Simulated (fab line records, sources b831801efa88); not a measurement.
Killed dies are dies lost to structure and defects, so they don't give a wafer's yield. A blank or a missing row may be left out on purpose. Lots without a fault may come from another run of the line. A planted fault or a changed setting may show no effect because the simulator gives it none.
fab line records | flow sky130
record lots=7 wafers=21 last_day=50
route steps=708 shown FIELD_ISO@3
lots that met no fault: from a run of the same line without faults
start_h: hours from the record's first day to the start of the lot's first wafer shown | wait_h: hours since the lot's step before | " the same as in the row above | L1.1+2: a row that stands for several wafers | - no value, or no start given | * or withheld: withheld | < > ~ a bound
route shown NAME@n: a module of which the file shows steps, and the number in the route of the first | usual: mean/standard deviation of fault-free wafers | same: alike in all rows | chamber/n: place in a boat | sites: the reading at each site | _std_site: their standard deviation | _edge_site: outer sites' mean less inner sites' | radius_mm: how far each site lies from the wafer's centre | mask NAME#n: copy n | behind: the tool/chamber that last shaped the wafer | hold: why the lot was held/for how many hours/how that ended | device: the transistor (n, p or np) that didn't switch | end of line: the same wafers' tests at the end of the route | a step without rows: its recipe alone | killed: dies lost to structure and defects at the first sort, not the wafer's yield | map: a wafer's dies, x killed, . not, _ none there
set.NAME: the setting as run; set.NAME@STEP: as run at that earlier step | model.NAME: the simulator's own value behind a step, which no gauge read
lots at some steps of the route; a table a step, a row a wafer
services: from which hour (start_h, from the record's first day; less than 0 if before it) a tool's chamber was out of use, for how many hours, and why
## steps
# step SKY_FIELD_ISO_THK_MEAS_02
# recipe reads=SiO2_of_FIELD_ISO_OXIDATION_01
# usual FIELD_ISO_OXIDATION_00_THK=11.99/0.22
# columns lot.wafer tool chamber start_h wait_h FIELD_ISO_OXIDATION_00_THK[nm]
L679.2 film_metro-02 - 41.64 0.0 12.16
L679.5 " - " " 12.04
L679.6 " - " " 12.23
L682.3 film_metro-02 - 57.96 0.0 12.13
L682.4 " - " " 11.93
L682.6 " - " " 11.74
L689.1 film_metro-04 - 92.46 0.0 12.03
L689.4 " - " " 12.18
L689.5 " - " " 12.14
L690.3 film_metro-03 - 96.91 0.0 11.83
L690.4 " - " " 11.96
L690.5 " - " " 11.83
L691.1 film_metro-02 - 101.63 0.0 12.00
L691.3 " - " " 11.96
L691.6 " - " " 12.02
L692.2 film_metro-02 - 107.41 0.0 12.00
L692.5 " - " " 12.09
L692.6 " - " " 11.83
L694.2 film_metro-03 - 117.74 0.0 12.18
L694.3 " - " " 12.03
L694.5 " - " " 12.04
# step SKY_FIELD_ISO_CVD_03
# recipe material=Si3N4 precursor=DCS/NH3 target_thk_nm=165 temp_c=770 time_s=2747 pressure_mtorr=250
# step SKY_FIELD_ISO_THK_MEAS_04
# recipe reads=Si3N4_of_FIELD_ISO_CVD_03
# usual FIELD_ISO_CVD_03_THK=160.4/1.4
# columns lot.wafer tool chamber start_h wait_h FIELD_ISO_CVD_03_THK[nm]
L679.2 film_metro-03 - 44.74 0.0 158.0
L679.5 " - " " 159.1
L679.6 " - " " 160.1
L682.3 film_metro-03 - 59.81 0.0 160.5
L682.4 " - " " 159.9
L682.6 " - " " 160.6
L689.1 film_metro-02 - 95.20 0.0 160.5
L689.4 " - " " 161.6
L689.5 " - " " 161.3
L690.3 film_metro-04 - 99.34 0.0 158.5
L690.4 " - " " 158.6
L690.5 " - " " 160.4
L691.1 film_metro-03 - 104.37 0.0 160.4
L691.3 " - " " 160.4
L691.6 " - " " 160.8
L692.2 film_metro-04 - 109.36 0.0 157.9
L692.5 " - " " 159.5
L692.6 " - " " 158.8
L694.2 film_metro-03 - 119.58 0.0 162.4
L694.3 " - " " 162.0
L694.5 " - " " 161.6
# step SKY_FIELD_ISO_DEHYDRATE_05
# recipe temp_c=200 time_s=60
# step SKY_FIELD_ISO_HMDS_06
# recipe prime_time_s=60 prime_temp_c=120
# step SKY_FIELD_ISO_COAT_07
# recipe resist=BARC temp_c=withheld time_s=withheld spin_rpm=3000 resist_thk_nm=60
# step SKY_FIELD_ISO_COAT_08
# recipe resist=KrF-thick spin_rpm=3000 resist_thk_nm=450
# step SKY_FIELD_ISO_SOFTBAKE_09
# recipe temp_c=100 time_s=90 resist=KrF-thick
# step SKY_FIELD_ISO_EXPOSE_10
# recipe mask_id=FOM na=0.68 source_shape=annular sigma_inner=0.4 sigma_outer=0.8 target_cd_nm=150 dose_mj=28
# step SKY_FIELD_ISO_PEB_11
# recipe peb_temp_c=withheld peb_time_s=withheld resist=KrF-thick
# step SKY_FIELD_ISO_DEVELOP_12
# recipe develop_time_s=60 resist=KrF-thick dev_temp_c=21
# step SKY_FIELD_ISO_CD_MEAS_13
# recipe target_cd_nm=150
# usual cd_nm=150.1/1.4
# columns lot.wafer tool chamber start_h wait_h cd_nm
L679.2 cd_sem-02 - 60.19 - 150.5
L679.5 " - " " 150.1
L679.6 " - " " 151.3
L682.3 cd_sem-02 - 76.41 - 151.2
L682.4 " - " " 149.1
L682.6 " - " " 150.2
L689.1 cd_sem-02 - 112.60 - 149.5
L689.4 " - " " 149.4
L689.5 " - " " 149.4
L690.3 cd_sem-02 - 117.59 - 151.2
L690.4 " - " " 151.5
L690.5 " - " " 153.1
L691.1 cd_sem-02 - 122.40 - 150.4
L691.3 " - " " 150.1
L691.6 " - " " 149.0
L692.2 cd_sem-01 - 127.54 - 150.2
L692.5 " - " " 151.7
L692.6 " - " " 151.5
L694.2 cd_sem-02 - 137.84 - 150.4
L694.3 " - " " 148.9
L694.5 " - " " 150.2
# step SKY_FIELD_ISO_ETCH_14
# recipe chemistry=N2/H2 target=BARC ion_energy_ev=200 source_w=500 bias_w=100 pressure_mtorr=30 n2_flow_sccm=100 h2_flow_sccm=200 stop_on=SiO2 time_s=45.9 target_depth_a=600
# usual drypump_motor_current_A=5.6/0.41 h2_flow_sccm=199.9/0.55 oes_product_au=0.855/0.0041 throttle_valve_pct=13.225/0.0099
# columns lot.wafer tool chamber start_h wait_h drypump_motor_current_A h2_flow_sccm oes_product_au rf_hours_counter_h throttle_valve_pct model.KrF-thick_of_FIELD_ISO_COAT_08.thk_nm
L679.2 rie_diel-03 2 60.29 0.1 5.7 199.8 0.853 46 13.223 390.8
L679.5 " 1 " " 6.1 199.6 0.857 - 13.230 391.8
L679.6 " 2 " " 5.7 200.3 0.856 - 13.234 390.2
L682.3 rie_diel-04 2 76.49 0.1 5.8 200.2 0.852 97 13.237 391.9
L682.4 " 0 " " 6.0 200.9 0.856 17 13.233 392.9
L682.6 " 0 " " 6.0 199.7 0.856 - 13.204 391.5
L689.1 rie_diel-04 3 112.72 0.1 5.3 200.0 0.852 4 13.235 386.6
L689.4 " 0 " " 6.0 199.7 0.851 - 13.221 387.1
L689.5 " 3 " " 5.3 199.8 0.847 - 13.225 385.9
L690.3 rie_diel-04 1 117.67 0.1 5.1 199.5 0.858 72 13.243 387.8
L690.4 " 3 " " 5.3 199.8 0.854 4 13.218 386.4
L690.5 " 1 " " 5.1 198.9 0.852 - 13.225 388
L691.1 rie_diel-04 0 122.52 0.1 6.0 200.9 0.851 17 13.232 390
L691.3 " 1 " " 5.1 201.1 0.856 72 13.204 391.1
L691.6 " 3 " " 5.3 199.5 0.857 - 13.237 389.8
L692.2 rie_diel-02 0 127.64 0.1 6.4 199.7 0.856 84 13.235 393.5
L692.5 " 2 " " 5.7 199.2 0.855 - 13.214 394.1
L692.6 " 0 " " 6.4 200.3 0.854 - 13.248 392.3
L694.2 rie_diel-02 0 137.94 0.1 6.4 199.2 0.851 84 13.245 392.2
L694.3 " 2 " " 5.7 200.8 0.858 103 13.236 393.1
L694.5 " 2 " " 5.7 201.0 0.853 - 13.237 392.4
# step SKY_FIELD_ISO_ETCH_15
# recipe chemistry=CHF3/O2 target_depth_nm=180 stop_on=Si source_w=600 bias_w=200 pressure_mtorr=40 chf3_flow_sccm=50 O2_flow_sccm=5 time_s=72
# usual drypump_motor_current_A=5.6/0.42 oes_product_au=0.930/0.0066 throttle_valve_pct=8.839/0.0092
# columns lot.wafer tool chamber start_h wait_h drypump_motor_current_A oes_product_au rf_hours_counter_h throttle_valve_pct model.KrF-thick_of_FIELD_ISO_COAT_08.thk_nm
L679.2 rie_diel-03 2 60.33 0.0 5.7 0.917 46 8.837 232.1
L679.5 " 1 " " 6.1 0.930 - 8.844 232.8
L679.6 " 2 " " 5.7 0.937 - 8.852 231.2
L682.3 rie_diel-04 2 76.53 0.0 5.8 0.935 97 8.844 237.4
L682.4 " 0 " " 6.0 0.924 17 8.828 239.3
L682.6 " 0 " " 6.0 0.933 - 8.845 239.3
L689.1 rie_diel-04 3 112.76 0.0 5.3 0.918 4 8.844 230.8
L689.4 " 0 " " 6.0 0.935 - 8.845 231
L689.5 " 3 " " 5.3 0.933 - 8.842 229
L690.3 rie_diel-04 1 117.71 0.0 5.1 0.920 72 8.824 232.4
L690.4 " 3 " " 5.3 0.928 4 8.833 228.5
L690.5 " 1 " " 5.1 0.927 - 8.849 232.6
L691.1 rie_diel-04 0 122.56 0.0 6.0 0.932 17 8.840 234.4
L691.3 " 1 " " 5.1 0.934 72 8.823 236.6
L691.6 " 3 " " 5.3 0.926 - 8.839 233.7
L692.2 rie_diel-02 0 127.68 0.0 6.4 0.924 84 8.841 233.1
L692.5 " 2 " " 5.7 0.928 - 8.828 237.9
L692.6 " 0 " " 6.4 0.925 - 8.832 232.7
L694.2 rie_diel-02 0 137.98 0.0 6.3 0.929 84 8.847 232.1
L694.3 " 2 " " 5.7 0.936 104 8.842 236.2
L694.5 " 2 " " 5.7 0.934 - 8.847 237.2
# step SKY_FIELD_ISO_STRIP_16
# recipe chemistry=O2/N2 power_w=1400 pressure_mtorr=1500 platen_temp_c=withheld o2_flow_sccm=3000 n2_flow_sccm=300 overash_fraction=0.5
# usual drypump_motor_current_A=5.7/0.54 o2_flow_sccm=3002/8.5 oes_product_au=0.378/0.0046 strip_time_to_endpoint_s=3.55/0.031
# same overash_fraction=0.5
# columns lot.wafer tool chamber start_h wait_h drypump_motor_current_A o2_flow_sccm oes_product_au rf_hours_counter_h strip_time_to_endpoint_s
L679.2 plasma_asher-04 1 60.39 0.0 5.3 3003 0.377 39 3.51
L679.5 " 0 " " 6.6 2986 0.376 - 3.51
L679.6 " 1 " " 5.3 3008 0.374 - 3.49
L682.3 plasma_asher-02 1 76.62 0.1 5.5 3016 0.385 - 3.56
L682.4 " 0 " " 4.9 3007 0.384 - 3.58
L682.6 " 1 " " 5.5 3013 0.384 - 3.58
L689.1 plasma_asher-03 1 112.82 0.0 5.9 3001 0.372 43 3.49
L689.4 " 1 " " 5.9 3008 0.385 - 3.49
L689.5 " 0 " " 6.0 3008 0.376 - 3.47
L690.3 plasma_asher-04 0 117.80 0.1 6.6 2994 0.379 - 3.50
L690.4 " 1 " " 5.3 2997 0.369 - 3.46
L690.5 " 0 " " 6.6 3001 0.369 - 3.49
L691.1 plasma_asher-03 1 122.62 0.0 5.9 2987 0.376 45 3.53
L691.3 " 1 " " 5.9 2995 0.378 - 3.54
L691.6 " 1 " " 5.9 2988 0.373 - 3.53
L692.2 plasma_asher-04 1 127.74 0.0 5.3 3001 0.372 1 3.51
L692.5 " 1 " " 5.3 3006 0.380 - 3.56
L692.6 " 0 " " 6.7 2989 0.376 - 3.52
L694.2 plasma_asher-04 1 138.04 0.0 5.2 3013 0.375 2 3.49
L694.3 " 0 " " 6.6 3010 0.387 - 3.56
L694.5 " 1 " " 5.3 3010 0.374 - 3.56
## services
# columns tool chamber start_h hours kind
rie_diel-04 0 77.95 24.5 repair
rie_diel-02 3 103.28 4.5 repair
rie_diel-04 2 105.83 7.4 repair
plasma_asher-04 - 108.75 9.0 pm
plasma_asher-04 0 108.75 9.0 vent_cycle
plasma_asher-04 1 108.75 9.0 vent_cycle
rie_diel-03 2 110.39 12.3 repair
rie_diel-03 1 115.02 7.3 repair
rie_diel-02 - 116.68 0.7 repair
plasma_asher-04 0 117.75 - clean
plasma_asher-04 1 117.75 - clean
rie_diel-02 1 120.04 - clean
rie_diel-02 1 120.04 20.5 scheduled_down
rie_diel-02 1 120.04 20.5 vent_cycle
rie_diel-03 0 124.25 - clean
rie_diel-03 0 124.25 21.6 scheduled_down
rie_diel-03 0 124.25 21.6 vent_cycle
rie_diel-04 - 125.68 14.6 pm
## key
first_sign none at tools or gauges
model_effect step=SKY_FIELD_ISO_ETCH_14 value=KrF-thick_of_FIELD_ISO_COAT_08.thk_nm without=393.1 struck=388.1
model_effect step=SKY_FIELD_ISO_ETCH_15 value=KrF-thick_of_FIELD_ISO_COAT_08.thk_nm without=237.2 struck=232.1
met_at SKY_FIELD_ISO_ETCH_14
struck_wafers L689.1,L689.4,L689.5,L690.3,L690.4,L690.5,L691.1,L691.3,L691.6
sort_left_out L690.3,L690.4,L690.5,L691.1,L691.3,L691.6
tester_left_out L689,L690,L691
onset_between 76.49 112.72
fault kind=process_parameter_drift tool=rie_diel-04 chamber=- onset_h=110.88 steps=SKY_FIELD_ISO_ETCH_14 channel=ion_energy_ev offset=80 shape=step end_h=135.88 acts_in=these_recipes_only stated=200
# tester_left_out: of these lots the tester's yield and bins aren't shown, on N5 and GAA mostly nor the transistor test; their killed dies are dies lost to structure and defects alone, not to doping, threshold or leakage, so they don't give the yield
# sort_left_out: the simulated sort isn't trusted on such a fault, so these wafers' sort isn't shown, and their yield isn't known
